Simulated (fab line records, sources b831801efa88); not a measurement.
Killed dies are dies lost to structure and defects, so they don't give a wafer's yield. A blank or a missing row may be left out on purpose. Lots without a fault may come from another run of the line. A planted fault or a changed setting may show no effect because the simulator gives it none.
Which tool did it? | flow sky130 | 12 lots, 36 wafers sampled, at 4 steps of a route of 708

WHAT THE GAUGES READ, wafer by wafer
SKY_PAD_OPEN_BOW_MEAS_13. Usual: PAD_OPEN_BOW 47 um, standard deviation 9.6.
lot  | measured     | on            | PAD_OPEN_BOW (um) | flag
L641 | day 46 04:25 | film_metro-01 | 32 39 57          |
L643 | day 46 05:58 | film_metro-02 | 63 62 71          |
L644 | day 46 09:17 | film_metro-01 | 46 35 37          |
L645 | day 46 12:42 | film_metro-04 | 57 51 46          |
L646 | day 47 02:27 | film_metro-02 | 33 50 47          |
L648 | day 47 14:07 | film_metro-01 | 36 35 32          |
L650 | day 47 23:46 | film_metro-04 | 46 41 41          |
L651 | day 48 12:55 | film_metro-04 | 41 37 36          |
L653 | day 49 01:23 | film_metro-01 | 33 34 27          |
L654 | day 49 03:04 | film_metro-04 | 56 61 64          |
L655 | day 49 09:04 | film_metro-04 | 41 56 48          |
L663 | day 50 15:08 | film_metro-01 | 51 56 50          |

WHICH TOOL RAN EACH LOT (tool, then ch and the chambers of the sampled wafers, then the start)
lot  | SKY_VIA2_STRIP_16                    | SKY_METAL5_SPUTTER_00        | SKY_METAL5_SPUTTER_03
L641 | plasma_asher-01 ch 0,1, day 36 17:14 | pvd_sputter-03, day 43 07:12 | pvd_sputter-03, day 43 07:18
L643 | plasma_asher-03 ch 0,1, day 36 22:31 | pvd_sputter-04, day 43 10:01 | pvd_sputter-04, day 43 10:07
L644 | plasma_asher-01 ch 0,1, day 37 03:50 | pvd_sputter-04, day 43 14:02 | pvd_sputter-04, day 43 14:08
L645 | plasma_asher-01 ch 0,1, day 37 06:40 | pvd_sputter-01, day 43 16:40 | pvd_sputter-01, day 43 16:46
L646 | plasma_asher-04 ch 0,1, day 38 00:52 | pvd_sputter-04, day 44 08:01 | pvd_sputter-04, day 44 08:07
L648 | plasma_asher-01 ch 0,1, day 38 14:16 | pvd_sputter-01, day 44 20:44 | pvd_sputter-01, day 44 20:50
L650 | plasma_asher-03 ch 0,1, day 39 04:19 | pvd_sputter-04, day 45 07:48 | pvd_sputter-04, day 45 07:54
L651 | plasma_asher-01 ch 0, day 39 19:50   | pvd_sputter-01, day 45 21:36 | pvd_sputter-01, day 45 21:42
L653 | plasma_asher-01 ch 0,1, day 40 11:56 | pvd_sputter-04, day 46 11:47 | pvd_sputter-04, day 46 11:53
L654 | plasma_asher-01 ch 1, day 40 15:29   | pvd_sputter-04, day 46 14:21 | pvd_sputter-04, day 46 14:27
L655 | plasma_asher-03 ch 1, day 40 23:07   | pvd_sputter-03, day 46 19:41 | pvd_sputter-03, day 46 19:47
L663 | plasma_asher-04 ch 0,1, day 42 17:26 | pvd_sputter-01, day 48 08:56 | pvd_sputter-01, day 48 09:02
- SKY_VIA2_STRIP_16: strips in O2/N2.
- SKY_METAL5_SPUTTER_00: material Ti, target thk 15 nm, time 10 s.
- SKY_METAL5_SPUTTER_03: material Ti, target thk 5 nm, time 3.3 s.

WHAT THE TOOLS THEMSELVES READ (means of the sampled wafers that have a number; where no wafer has one, the mark that the record gives instead)
SKY_VIA2_STRIP_16. Usual: drypump_motor_current_A 5.56 A, standard deviation 0.25; oes_product_au 0.398 a.u., standard deviation 0.0047; strip_time_to_endpoint_s 4.066 s, standard deviation 0.029.
lot  | tool            | drypump_motor_current_A (A) | oes_product_au (a.u.) | strip_time_to_endpoint_s (s) | flag
L641 | plasma_asher-01 | 5.67                        | 0.398                 | 4.046                        |
L643 | plasma_asher-03 | 5.27                        | 0.399                 | 4.117                        |
L644 | plasma_asher-01 | 5.49                        | 0.397                 | 4.074                        |
L645 | plasma_asher-01 | 5.49                        | 0.400                 | 4.115                        |
L646 | plasma_asher-04 | 5.80                        | 0.397                 | 4.061                        |
L648 | plasma_asher-01 | 5.67                        | 0.397                 | 4.050                        |
L650 | plasma_asher-03 | 5.26                        | 0.400                 | 4.069                        |
L651 | plasma_asher-01 | 5.35                        | 0.395                 | 4.043                        |
L653 | plasma_asher-01 | 5.67                        | 0.400                 | 4.092                        |
L654 | plasma_asher-01 | 5.82                        | 0.401                 | 4.067                        |
L655 | plasma_asher-03 | 5.22                        | 0.398                 | 4.052                        |
L663 | plasma_asher-04 | 5.74                        | 0.398                 | 4.057                        |

SKY_METAL5_SPUTTER_00. Usual: throttle_valve_pct 30.0 %, standard deviation 0.8.
lot  | tool           | throttle_valve_pct (%) | flag
L641 | pvd_sputter-03 | 30.0                   |
L643 | pvd_sputter-04 | 30.2                   |
L644 | pvd_sputter-04 | 30.5                   |
L645 | pvd_sputter-01 | 30.5                   |
L646 | pvd_sputter-04 | 30.6                   |
L648 | pvd_sputter-01 | 30.5                   |
L650 | pvd_sputter-04 | 30.4                   |
L651 | pvd_sputter-01 | 30.4                   |
L653 | pvd_sputter-04 | 29.6                   |
L654 | pvd_sputter-04 | 30.5                   |
L655 | pvd_sputter-03 | 30.4                   |
L663 | pvd_sputter-01 | 30.2                   |

SKY_METAL5_SPUTTER_03. Usual: throttle_valve_pct 30.0 %, standard deviation 0.82.
lot  | tool           | throttle_valve_pct (%) | flag
L641 | pvd_sputter-03 | 29.8                   |
L643 | pvd_sputter-04 | 30.4                   |
L644 | pvd_sputter-04 | 30.4                   |
L645 | pvd_sputter-01 | 30.4                   |
L646 | pvd_sputter-04 | 30.5                   |
L648 | pvd_sputter-01 | 30.6                   |
L650 | pvd_sputter-04 | 30.2                   |
L651 | pvd_sputter-01 | 30.4                   |
L653 | pvd_sputter-04 | 29.5                   |
L654 | pvd_sputter-04 | 30.5                   |
L655 | pvd_sputter-03 | 30.5                   |
L663 | pvd_sputter-01 | 30.2                   |

THE ANSWER, worked out from the rows above alone
Rule: a lot is off if the mean of its wafers that have a number lies more than 3 standard deviations from the usual mean. A lot without any number at a reading at which 4 lots or more have one is off too. The other lots that the step has rows for count as sound. The gauges are gone through in route order, then the tools' own readings, and for those a lot's mean is taken as printed above. The first step at which some lot is off is used, and at that step the reading that is off furthest; a lot without a number counts as furthest.
No lot is off at any reading shown: from this, nothing can be told.

WHAT THE SIMULATOR HAD PUT IN
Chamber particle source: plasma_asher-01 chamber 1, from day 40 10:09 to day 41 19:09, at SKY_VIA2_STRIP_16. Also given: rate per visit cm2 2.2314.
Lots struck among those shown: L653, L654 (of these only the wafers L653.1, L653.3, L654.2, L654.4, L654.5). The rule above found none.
